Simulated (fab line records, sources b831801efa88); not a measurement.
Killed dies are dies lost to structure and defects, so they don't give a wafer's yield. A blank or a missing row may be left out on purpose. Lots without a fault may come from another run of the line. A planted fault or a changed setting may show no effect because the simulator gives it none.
fab line records | flow sky130
record lots=6 wafers=18 last_day=49
route steps=708 shown VT_ADJUST_HVTR@139 VT_ADJUST_PCH@143 SONOS_TUNNEL@154 PAD_OPEN@708
lots that met no fault: from a run of the same line without faults
start_h: hours from the record's first day to the start of the lot's first wafer shown | wait_h: hours since the lot's step before | " the same as in the row above | L1.1+2: a row that stands for several wafers | - no value, or no start given | * or withheld: withheld | < > ~ a bound
route shown NAME@n: a module of which the file shows steps, and the number in the route of the first | usual: mean/standard deviation of fault-free wafers | same: alike in all rows | chamber/n: place in a boat | sites: the reading at each site | _std_site: their standard deviation | _edge_site: outer sites' mean less inner sites' | radius_mm: how far each site lies from the wafer's centre | mask NAME#n: copy n | behind: the tool/chamber that last shaped the wafer | hold: why the lot was held/for how many hours/how that ended | device: the transistor (n, p or np) that didn't switch | end of line: the same wafers' tests at the end of the route | a step without rows: its recipe alone | killed: dies lost to structure and defects at the first sort, not the wafer's yield | map: a wafer's dies, x killed, . not, _ none there
set.NAME: the setting as run; set.NAME@STEP: as run at that earlier step | model.NAME: the simulator's own value behind a step, which no gauge read
lots at some steps of the route; a table a step, a row a wafer
services: from which hour (start_h, from the record's first day; less than 0 if before it) a tool's chamber was out of use, for how many hours, and why
## steps
# step SKY_VT_ADJUST_HVTR_OVL_MEAS_08
# usual VT_ADJUST_HVTR_OVL=0.2/1.4
# columns lot.wafer tool chamber start_h wait_h VT_ADJUST_HVTR_OVL[nm]
L256.1 overlay-01 - 212.88 0.1 -0.5
L256.2 " - " " 1.9
L256.6 " - " " 2.4
L261.3 overlay-01 - 252.69 0.1 -0.2
L261.4 " - " " -2.7
L261.6 " - " " -1.0
L263.2 overlay-01 - 281.13 0.1 0.7
L263.4 " - " " 0.4
L263.6 " - " " 0.6
L269.1 overlay-01 - 311.48 0.1 -1.2
L269.2 " - " " -2.0
L269.3 " - " " -2.1
L272.1 overlay-02 - 339.52 0.1 -0.3
L272.4 " - " " 2.4
L272.5 " - " " 2.4
L274.1 overlay-01 - 347.43 0.1 1.5
L274.2 " - " " 0.9
L274.5 " - " " -1.0
# step SKY_VT_ADJUST_HVTR_IMPLANT_09
# recipe species=B energy_kev=10 dose_cm2=2.1e+12 tilt_deg=withheld
# step SKY_VT_ADJUST_HVTR_STRIP_10
# recipe chemistry=O2/N2 power_w=1400 pressure_mtorr=1500 platen_temp_c=withheld o2_flow_sccm=3000 n2_flow_sccm=300 overash_fraction=0.5
# usual drypump_motor_current_A=5.4/0.47 oes_product_au=0.715/0.0042 strip_time_to_endpoint_s=14.18/0.047
# same overash_fraction=0.5
# columns lot.wafer tool chamber start_h wait_h drypump_motor_current_A oes_product_au rf_hours_counter_h strip_time_to_endpoint_s
L256.1 plasma_asher-04 1 213.07 0.1 4.7 0.714 10 14.18
L256.2 " 0 " " 5.2 0.710 10 14.14
L256.6 " 0 " " 5.2 0.717 - 14.16
L261.3 plasma_asher-03 0 252.89 0.1 6.0 0.710 - 14.15
L261.4 " 1 " " 5.5 0.712 - 14.14
L261.6 " 1 " " 5.5 0.716 - 14.14
L263.2 plasma_asher-03 0 281.31 0.1 6.0 0.704 46 14.14
L263.4 " 1 " " 5.6 0.717 - 14.19
L263.6 " 1 " " 5.6 0.719 - 14.15
L269.1 plasma_asher-03 1 311.67 0.1 5.6 0.719 49 14.17
L269.2 " 0 " " 6.0 0.713 49 14.17
L269.3 " 1 " " 5.6 0.713 - 14.19
L272.1 plasma_asher-01 1 339.71 0.1 6.0 0.714 61 14.21
L272.4 " 0 " " 5.4 0.718 - 14.22
L272.5 " 0 " " 5.4 0.713 - 14.21
L274.1 plasma_asher-04 1 347.62 0.1 4.7 0.711 24 14.17
L274.2 " 0 " " 5.2 0.705 24 14.20
L274.5 " 1 " " 4.7 0.714 - 14.12
# step SKY_VT_ADJUST_HVTR_TW_MEAS_11
# usual VT_ADJUST_HVTR_TW=210.1/1.4
# columns lot.wafer tool chamber start_h wait_h VT_ADJUST_HVTR_TW
L256.1 film_metro-01 - 213.17 0.1 208.8
L256.2 " - " " 208.4
L256.6 " - " " 209.8
L261.3 film_metro-02 - 252.98 0.1 211.4
L261.4 " - " " 211.7
L261.6 " - " " 211.6
L263.2 film_metro-04 - 281.42 0.1 210.2
L263.4 " - " " 208.9
L263.6 " - " " 208.2
L269.1 film_metro-02 - 311.77 0.1 211.3
L269.2 " - " " 211.2
L269.3 " - " " 212.3
L272.1 film_metro-01 - 339.81 0.1 210.1
L272.4 " - " " 210.5
L272.5 " - " " 211.1
L274.1 film_metro-01 - 347.72 0.1 209.7
L274.2 " - " " 210.2
L274.5 " - " " 209.1
# step SKY_VT_ADJUST_PCH_DEHYDRATE_00
# recipe temp_c=200 time_s=60
# step SKY_VT_ADJUST_PCH_HMDS_01
# recipe prime_time_s=60 prime_temp_c=120
# step SKY_VT_ADJUST_PCH_COAT_02
# recipe spin_rpm=2000 resist_thk_nm=3000
# step SKY_VT_ADJUST_PCH_SOFTBAKE_03
# recipe temp_c=110 time_s=withheld
# step SKY_VT_ADJUST_PCH_EXPOSE_04
# recipe mask_id=NWM na=0.6 source_shape=conventional sigma_outer=0.6 polarization=unpolarized target_cd_nm=840 dose_mj=255
# step SKY_VT_ADJUST_PCH_PEB_05
# recipe temp_c=115 time_s=withheld
# step SKY_VT_ADJUST_PCH_DEVELOP_06
# recipe wall_angle_deg=90 developer=TMAH develop_time_s=60 dev_temp_c=23
# step SKY_VT_ADJUST_PCH_OVL_MEAS_07
# usual VT_ADJUST_PCH_OVL=0.0/1.4
# columns lot.wafer tool chamber start_h wait_h VT_ADJUST_PCH_OVL[nm]
L256.1 overlay-02 - 235.36 - -2.1
L256.2 " - " " 0.4
L256.6 " - " " -0.3
L261.3 overlay-01 - 276.62 - 0.1
L261.4 " - " " -1.7
L261.6 " - " " 0.5
L263.2 overlay-01 - 306.57 - 2.9
L263.4 " - " " -0.5
L263.6 " - " " 2.5
L269.1 overlay-01 - 337.55 - 0.7
L269.2 " - " " -1.5
L269.3 " - " " -0.1
L272.1 overlay-02 - 367.31 - 1.9
L272.4 " - " " 1.1
L272.5 " - " " 0.1
L274.1 overlay-01 - 375.21 - -1.6
L274.2 " - " " 0.7
L274.5 " - " " 0.4
# step SKY_VT_ADJUST_PCH_IMPLANT_08
# recipe species=B energy_kev=10 dose_cm2=5e+11 tilt_deg=withheld
# usual dose_ions_cm2=4.999e+11/5.7e+08 faraday_current_uA=2.82/0.064
# columns lot.wafer tool chamber start_h wait_h dose_ions_cm2 faraday_current_uA
L256.1 implanter-01 0 235.40 0.0 5.001e+11 2.80
L256.2 " 0 " " 4.987e+11 2.81
L256.6 " 0 " " 4.991e+11 2.89
L261.3 implanter-02 0 276.70 0.1 6.626e+11 3.59
L261.4 " 0 " " 6.625e+11 3.70
L261.6 " 0 " " 6.625e+11 3.67
L263.2 implanter-02 0 306.62 0.0 6.62e+11 3.76
L263.4 " 0 " " 6.626e+11 3.59
L263.6 " 0 " " 6.622e+11 3.76
L269.1 implanter-03 0 337.59 0.0 5.003e+11 2.90
L269.2 " 0 " " 5.002e+11 2.84
L269.3 " 0 " " 5.002e+11 2.84
L272.1 implanter-02 0 367.35 0.0 5.005e+11 2.83
L272.4 " 0 " " 5.01e+11 2.92
L272.5 " 0 " " 5e+11 2.80
L274.1 implanter-03 0 375.25 0.0 5e+11 2.87
L274.2 " 0 " " 4.998e+11 2.75
L274.5 " 0 " " 4.996e+11 2.83
# step SKY_VT_ADJUST_PCH_STRIP_09
# recipe chemistry=O2/N2 power_w=1400 pressure_mtorr=1500 platen_temp_c=withheld o2_flow_sccm=3000 n2_flow_sccm=300 overash_fraction=0.5
# usual drypump_motor_current_A=5.4/0.42 oes_product_au=0.722/0.0041 strip_time_to_endpoint_s=36.97/0.11
# same overash_fraction=0.5
# columns lot.wafer tool chamber start_h wait_h drypump_motor_current_A oes_product_au rf_hours_counter_h strip_time_to_endpoint_s
L256.1 plasma_asher-04 0 235.55 0.1 5.2 0.721 13 36.98
L256.2 " 1 " " 4.7 0.722 13 36.96
L256.6 " 0 " " 5.2 0.718 - 37.00
L261.3 plasma_asher-04 1 276.83 0.1 4.7 0.725 - 36.83
L261.4 " 0 " " 5.2 0.723 - 36.81
L261.6 " 0 " " 5.2 0.721 - 36.93
L263.2 plasma_asher-02 0 306.75 0.1 5.4 0.720 62 36.89
L263.4 " 0 " " 5.5 0.724 - 36.93
L263.6 " 1 " " 5.7 0.724 - 36.83
L269.1 plasma_asher-02 1 337.74 0.1 5.8 0.724 65 37.06
L269.2 " 0 " " 5.4 0.716 65 36.99
L269.3 " 0 " " 5.5 0.722 - 37.01
L272.1 plasma_asher-04 0 367.50 0.1 5.2 0.713 25 36.89
L272.4 " 1 " " 4.7 0.723 - 36.97
L272.5 " 0 " " 5.2 0.725 - 36.94
L274.1 plasma_asher-01 1 375.40 0.1 6.0 0.717 65 37.00
L274.2 " 0 " " 5.4 0.723 65 36.94
L274.5 " 0 " " 5.4 0.717 - 36.82
# step SKY_VT_ADJUST_PCH_TW_MEAS_10
# usual VT_ADJUST_PCH_TW=143.2/1.1
# columns lot.wafer tool chamber start_h wait_h VT_ADJUST_PCH_TW
L256.1 film_metro-03 - 235.65 0.1 144.7
L256.2 " - " " 144.7
L256.6 " - " " 145.5
L261.3 film_metro-01 - 276.92 0.1 153.0
L261.4 " - " " 153.1
L261.6 " - " " 153.7
L263.2 film_metro-03 - 306.86 0.1 155.8
L263.4 " - " " 155.8
L263.6 " - " " 156.6
L269.1 film_metro-02 - 337.84 0.1 141.8
L269.2 " - " " 141.2
L269.3 " - " " 141.4
L272.1 film_metro-03 - 367.60 0.1 143.8
L272.4 " - " " 144.1
L272.5 " - " " 144.5
L274.1 film_metro-01 - 375.50 0.1 141.8
L274.2 " - " " 141.8
L274.5 " - " " 141.7
# step SKY_SONOS_TUNNEL_DEHYDRATE_00
# recipe temp_c=200 time_s=60
# step SKY_PAD_OPEN_PROBE_99
# usual killed_at_M0_to_M3=42/6.6 killed_at_M4_up=3.0/1.8 killed_at_contacts=25/5.1 killed_at_front_end=15/4.4 killed_at_other=0.3/0.56 killed_dies=86/8.6 killed_open=47/6.9 killed_short=38/6
# same gross_dies=492 killed_at_back_side=0
# columns lot.wafer tool chamber start_h wait_h killed_at_M0_to_M3 killed_at_M4_up killed_at_contacts killed_at_front_end killed_at_other killed_dies killed_open killed_short model.etest.pfet_01v8_lvt.drive_ua_um model.etest.pfet_g5v0d10v5.off_log10_a_um model.etest.pfet_01v8_lvt.off_log10_a_um model.etest.pfet_g5v0d10v5.vt_sat_v model.etest.pfet_16v.vt_v model.etest.pfet_g5v0d10v5.vt_v model.etest.pfet_g5v0d10v5.vt_long_v model.etest.pfet_01v8_lvt.vt_sat_v
L256.1 prober-01 - 1081.23 0.1 47 4 28 12 0 91 51 40 178.6 -12.1 -9.002 -0.5879 -1.07 -0.7888 -0.9091 -0.4425
L256.2 prober-01 - 1081.28 0.1 55 1 25 19 1 101 54 47 177.8 -12.51 -8.832 -0.6276 -1.075 -0.824 -0.9071 -0.4476
L256.6 prober-01 - 1081.48 0.2 51 1 19 16 0 87 49 38 177.4 -12.32 -8.787 -0.5947 -1.067 -0.7966 -0.8955 -0.4493
L261.3 prober-02 - 1117.63 0.2 39 5 30 14 0 88 48 40 180.8 -11.96 -8.315 -0.5649 -1.035 -0.7755 -0.8731 -0.3924
L261.4 prober-02 - 1117.68 0.2 51 1 29 16 0 97 60 37 179.1 -11.91 -8.569 -0.5703 -1.04 -0.7766 -0.8728 -0.4006
L261.6 prober-02 - 1117.78 0.2 41 5 21 16 0 83 43 40 178.6 -11.78 -8.355 -0.5639 -1.036 -0.7727 -0.87 -0.3996
L263.2 prober-02 - 1145.31 0.1 34 7 26 20 0 87 53 34 180 -11.97 -8.188 -0.5747 -1.026 -0.7847 -0.8705 -0.3853
L263.4 prober-02 - 1145.41 0.2 42 4 29 14 1 90 54 36 179.9 -11.86 -8.201 -0.5728 -1.028 -0.7835 -0.8696 -0.3905
L263.6 prober-02 - 1145.51 0.2 49 2 22 11 1 85 44 40 180.8 -11.79 -8.302 -0.5715 -1.016 -0.7811 -0.8618 -0.3833
L269.1 prober-02 - 1161.88 0.1 46 3 19 27 0 95 51 44 172.5 -12.43 -8.948 -0.6327 -1.075 -0.8223 -0.9105 -0.4505
L269.2 prober-02 - 1161.93 0.1 32 1 16 23 0 72 40 32 171.7 -12.35 -8.991 -0.6125 -1.088 -0.8035 -0.9161 -0.4519
L269.3 prober-02 - 1161.98 0.2 45 4 22 24 0 95 55 40 173.5 -12.49 -8.908 -0.6307 -1.071 -0.8221 -0.9077 -0.4406
L272.1 prober-01 - 1180.65 0.1 41 3 19 14 0 77 36 40 171.8 -12.9 -8.749 -0.6607 -1.116 -0.8481 -0.9423 -0.4443
L272.4 prober-01 - 1180.80 0.2 35 4 26 8 0 73 43 30 172.5 -13.07 -8.834 -0.6724 -1.111 -0.8587 -0.9453 -0.4446
L272.5 prober-01 - 1180.85 0.2 49 3 26 13 0 91 66 24 171.4 -12.66 -8.907 -0.6448 -1.111 -0.8359 -0.9444 -0.4486
L274.1 prober-01 - 1182.81 0.1 38 4 31 15 0 88 49 39 177.3 -12.46 -8.813 -0.6298 -1.09 -0.8242 -0.9216 -0.4475
L274.2 prober-01 - 1182.86 0.1 48 3 19 13 1 84 47 37 176.9 -12.39 -8.708 -0.6172 -1.089 -0.8091 -0.9211 -0.4413
L274.5 prober-01 - 1183.01 0.2 38 2 21 13 1 75 35 40 175.4 -12.55 -8.985 -0.6415 -1.09 -0.8392 -0.9269 -0.4379
# killed by level:class
L256.1 VIA2:geometric_particle:open=12 LI_CONTACT:geometric_particle:open=9 METAL2:geometric_particle:short=8 CONTACT:geometric_particle:open=7 VIA1:geometric_particle:open=6 VIA3:geometric_particle:open=6 POLY_GATE:geometric_particle:short=5 POLY_GATE:geometric_particle:open=5
L256.2 VIA1:geometric_particle:open=16 VIA2:geometric_particle:open=13 CONTACT:geometric_particle:short=10 VIA3:geometric_particle:open=8 POLY_GATE:geometric_particle:short=7 CONTACT:geometric_particle:open=6 FIELD_ISO:geometric_particle:short=4 VIA1:geometric_particle:short=4
L256.6 VIA1:geometric_particle:open=11 VIA2:geometric_particle:open=9 CONTACT:geometric_particle:open=7 VIA3:geometric_particle:open=7 METAL2:geometric_particle:short=6 LI_CONTACT:geometric_particle:open=5 CONTACT:geometric_particle:short=5 METAL1:geometric_particle:short=4
L261.3 VIA1:geometric_particle:open=13 LI_CONTACT:geometric_particle:open=12 CONTACT:geometric_particle:open=9 FIELD_ISO:geometric_particle:short=5 METAL2:geometric_particle:short=5 METAL4:geometric_particle:short=5 FIELD_ISO:geometric_particle:open=4 VIA3:geometric_particle:short=4
L261.4 VIA1:geometric_particle:open=13 LI_CONTACT:geometric_particle:open=9 VIA2:geometric_particle:open=9 VIA3:geometric_particle:open=8 CONTACT:geometric_particle:short=7 CONTACT:geometric_particle:open=6 METAL2:geometric_particle:short=5 FIELD_ISO:geometric_particle:short=4
L261.6 CONTACT:geometric_particle:open=12 VIA2:geometric_particle:open=7 VIA1:geometric_particle:short=6 VIA1:geometric_particle:open=6 POLY_GATE:geometric_particle:short=5 CONTACT:geometric_particle:short=5 FIELD_ISO:geometric_particle:short=4 LI_CONTACT:geometric_particle:open=4
L263.2 VIA1:geometric_particle:open=15 FIELD_ISO:geometric_particle:open=9 CONTACT:geometric_particle:open=9 METAL4:geometric_particle:short=7 FIELD_ISO:geometric_particle:short=6 LI_CONTACT:geometric_particle:open=5 VIA2:geometric_particle:open=5 CONTACT:geometric_particle:short=4
L263.4 CONTACT:geometric_particle:open=12 VIA3:geometric_particle:open=11 LI_CONTACT:geometric_particle:open=8 VIA1:geometric_particle:open=7 METAL2:geometric_particle:short=7 CONTACT:geometric_particle:short=5 SPACER:geometric_particle:short=4 FIELD_ISO:geometric_particle:open=3
L263.6 CONTACT:geometric_particle:open=10 VIA3:geometric_particle:open=8 VIA1:geometric_particle:short=8 VIA1:geometric_particle:open=7 METAL2:geometric_particle:short=6 VIA2:geometric_particle:open=5 LI_CONTACT:geometric_particle:open=4 CONTACT:geometric_particle:short=4
L269.1 VIA1:geometric_particle:open=10 VIA2:geometric_particle:open=9 CONTACT:geometric_particle:open=8 FIELD_ISO:geometric_particle:short=7 VIA3:geometric_particle:open=7 POLY_GATE:geometric_particle:short=6 FIELD_ISO:geometric_particle:open=5 LI_CONTACT:geometric_particle:open=4
L269.2 FIELD_ISO:geometric_particle:open=7 VIA1:geometric_particle:open=7 POLY_GATE:geometric_particle:open=6 FIELD_ISO:geometric_particle:short=4 LI_CONTACT:geometric_particle:open=4 METAL3:geometric_particle:short=4 CONTACT:geometric_particle:open=4 VIA1:geometric_particle:short=4
L269.3 VIA1:geometric_particle:open=17 CONTACT:geometric_particle:open=11 POLY_GATE:geometric_particle:short=8 LI_CONTACT:geometric_particle:open=8 FIELD_ISO:geometric_particle:short=6 METAL2:geometric_particle:short=6 VIA3:geometric_particle:short=5 FIELD_ISO:geometric_particle:open=4
L272.1 METAL2:geometric_particle:short=9 CONTACT:geometric_particle:open=6 VIA2:geometric_particle:open=6 CONTACT:geometric_particle:short=4 METAL1:geometric_particle:short=4 VIA2:geometric_particle:short=4 VIA1:geometric_particle:open=4 VIA3:geometric_particle:open=4
L272.4 CONTACT:geometric_particle:open=13 LI_CONTACT:geometric_particle:open=8 METAL2:geometric_particle:short=8 VIA1:geometric_particle:open=7 METAL1:geometric_particle:short=5 VIA3:geometric_particle:open=4 CONTACT:geometric_particle:short=3 METAL4:geometric_particle:short=3
L272.5 CONTACT:geometric_particle:open=15 VIA1:geometric_particle:open=11 VIA3:geometric_particle:open=10 LI_CONTACT:geometric_particle:open=7 VIA2:geometric_particle:open=7 FIELD_ISO:geometric_particle:open=6 METAL1:geometric_particle:short=6 VIA3:geometric_particle:short=4
L274.1 CONTACT:geometric_particle:open=11 VIA2:geometric_particle:open=8 METAL1:geometric_particle:short=8 VIA1:geometric_particle:open=6 CONTACT:geometric_particle:short=6 LI_CONTACT:geometric_particle:open=5 POLY_GATE:geometric_particle:open=4 LI_CONTACT:geometric_particle:short=4
L274.2 VIA2:geometric_particle:open=12 VIA1:geometric_particle:open=9 LI_CONTACT:geometric_particle:open=7 CONTACT:geometric_particle:open=6 METAL1:geometric_particle:short=6 METAL2:geometric_particle:short=6 FIELD_ISO:geometric_particle:open=4 VIA1:geometric_particle:short=4
L274.5 METAL1:geometric_particle:short=10 CONTACT:geometric_particle:open=8 LI_CONTACT:geometric_particle:open=6 VIA1:geometric_particle:open=6 METAL2:geometric_particle:short=5 POLY_GATE:geometric_particle:short=4 LOCAL_INTERCONNECT:geometric_particle:short=4 VIA2:geometric_particle:short=4
## services
# columns tool chamber start_h hours kind
implanter-03 - 191.58 4.6 pm
implanter-02 - 192.71 1.5 repair
plasma_asher-03 - 306.46 2.3 repair
plasma_asher-03 - 320.00 4.3 repair
plasma_asher-04 - 330.72 1.5 repair
implanter-03 - 339.00 5.5 repair
implanter-01 - 364.91 14.6 pm
## key
first_sign step=SKY_VT_ADJUST_PCH_IMPLANT_08 reading=dose_ions_cm2 direction=up sigmas=99+ usual=* struck=*
effect step=SKY_VT_ADJUST_PCH_IMPLANT_08 reading=faraday_current_uA direction=up sigmas=13 usual=2.82 struck=3.68
effect step=SKY_VT_ADJUST_PCH_TW_MEAS_10 reading=VT_ADJUST_PCH_TW direction=up sigmas=10 usual=143.2 struck=154.7
model_effect step=SKY_PAD_OPEN_PROBE_99 value=etest.pfet_01v8_lvt.drive_ua_um without=174.4 struck=179.8
met_at SKY_VT_ADJUST_PCH_IMPLANT_08
struck_wafers L261.3,L261.4,L261.6,L263.2,L263.4,L263.6
tester_left_out L261,L263
fault kind=process_parameter_drift tool=implanter-02 chamber=- onset_h=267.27 steps=SKY_VT_ADJUST_PCH_IMPLANT_08 channel=dose_cm2 offset=* shape=step end_h=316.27 acts_in=* stated=*
# tester_left_out: of these lots the tester's yield and bins aren't shown, on N5 and GAA mostly nor the transistor test; their killed dies are dies lost to structure and defects alone, not to doping, threshold or leakage, so they don't give the yield
